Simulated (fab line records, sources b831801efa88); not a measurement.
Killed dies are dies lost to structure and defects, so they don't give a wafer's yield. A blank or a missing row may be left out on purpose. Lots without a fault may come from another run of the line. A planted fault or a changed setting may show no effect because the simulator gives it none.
A struck lot beside a sound one | flow sky130 | 15 steps out of a route of 708
Sound: wafers L155.1, L155.4, L155.6. Struck: wafers L165.1, L165.3, L165.6. The cause comes at the end.
At each step with rows: each side's tool, then ch and its chambers, then its first start. Under that, the readings that differ: sound wafers | struck wafers | difference of the means | sigmas: that difference in standard deviations of wafers without a fault.
alike: readings whose means differ by less than 2 such deviations, and words and numbers that are the same on both sides. not compared: withheld readings, readings that some wafer has no value for, bounds like >300 that may hide the same value, and numbers for which the record gives no deviation and whose values overlap.
The two part at a step that has a row with sigmas, a row that says differs or no value, or rows on one side only. Numbers that don't overlap but have no deviation are shown without sigmas and don't part them. A reading that every wafer of one side lacks parts them only if that side has two wafers or more.

first, 2 steps without rows for these wafers: SKY_METAL2_CLEAN_23 (cleans in O3/DIW); SKY_VIA2_HDPCVD_00 (deposits SiO2, target thk 1180 nm, time 196.7 s).
SKY_VIA2_THK_MEAS_01:
  sound on film_metro-04, day 38 21:22; struck on film_metro-02, day 42 07:20
  alike: VIA2_HDPCVD_THK
SKY_VIA2_CMP_02: polishes SiO2.
  sound on cmp-01 ch 0,1, day 38 21:26; struck on cmp-02 ch 0,2, day 42 07:23
  alike: motor_current_A
SKY_VIA2_BOW_MEAS_03:
  sound on film_metro-02, day 38 21:44; struck on film_metro-04, day 42 07:41
  alike: VIA2_BOW
then, 7 steps without rows for these wafers: SKY_VIA2_DEHYDRATE_04 (time 60 s); SKY_VIA2_HMDS_05 (prime time 60 s); SKY_VIA2_COAT_06 (resist thk 60 nm); SKY_VIA2_COAT_07 (resist thk 450 nm); SKY_VIA2_SOFTBAKE_08 (time 90 s); SKY_VIA2_EXPOSE_09 (exposes mask VIM2, target cd 200 nm); SKY_VIA2_PEB_10.
SKY_VIA2_DEVELOP_11: develop time 60 s.
  sound on litho_track-04 ch 0, day 39 22:00; struck on litho_track-04 ch 0, day 43 07:00
  reading              | sound             | struck            | difference | sigmas
  developer_temp_C (C) | 21.11 21.12 21.06 | 20.23 20.23 20.13 | -0.90      | -9
  alike: chill_plate_temp_C
SKY_VIA2_CD_MEAS_12: target cd 200 nm.
  sound on cd_sem-01, day 39 22:35; struck on cd_sem-02, day 43 07:17
  alike: cd_nm
-- the record jumps here: 8 days lie between the struck wafers' starts before and after (it left off in module VIA2 and takes up again in module PAD_OPEN, whose first step shown is number 708 of the route) --
SKY_PAD_OPEN_PROBE_99:
  sound on prober-02, day 48 14:55; struck on prober-02, day 51 03:07
  alike: defect_limited_yield, killed_at_M0_to_M3, killed_at_M4_up, killed_at_contacts, killed_at_front_end, killed_at_other, killed_dies, killed_open, killed_short, sort_bin_3_pad_short, sort_bin_5_function, sort_bin_6_memory, sort_n_pass, sort_yield_pct

WHERE THEY PART
Only at SKY_VIA2_DEVELOP_11, within this record. Later steps at which nothing parts them and some readings are alike: SKY_VIA2_CD_MEAS_12, SKY_PAD_OPEN_PROBE_99.

WHY: what the simulator had put in
Process parameter drift: litho_track-04, from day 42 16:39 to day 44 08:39, at SKY_VIA2_DEVELOP_11. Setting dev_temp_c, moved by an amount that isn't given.
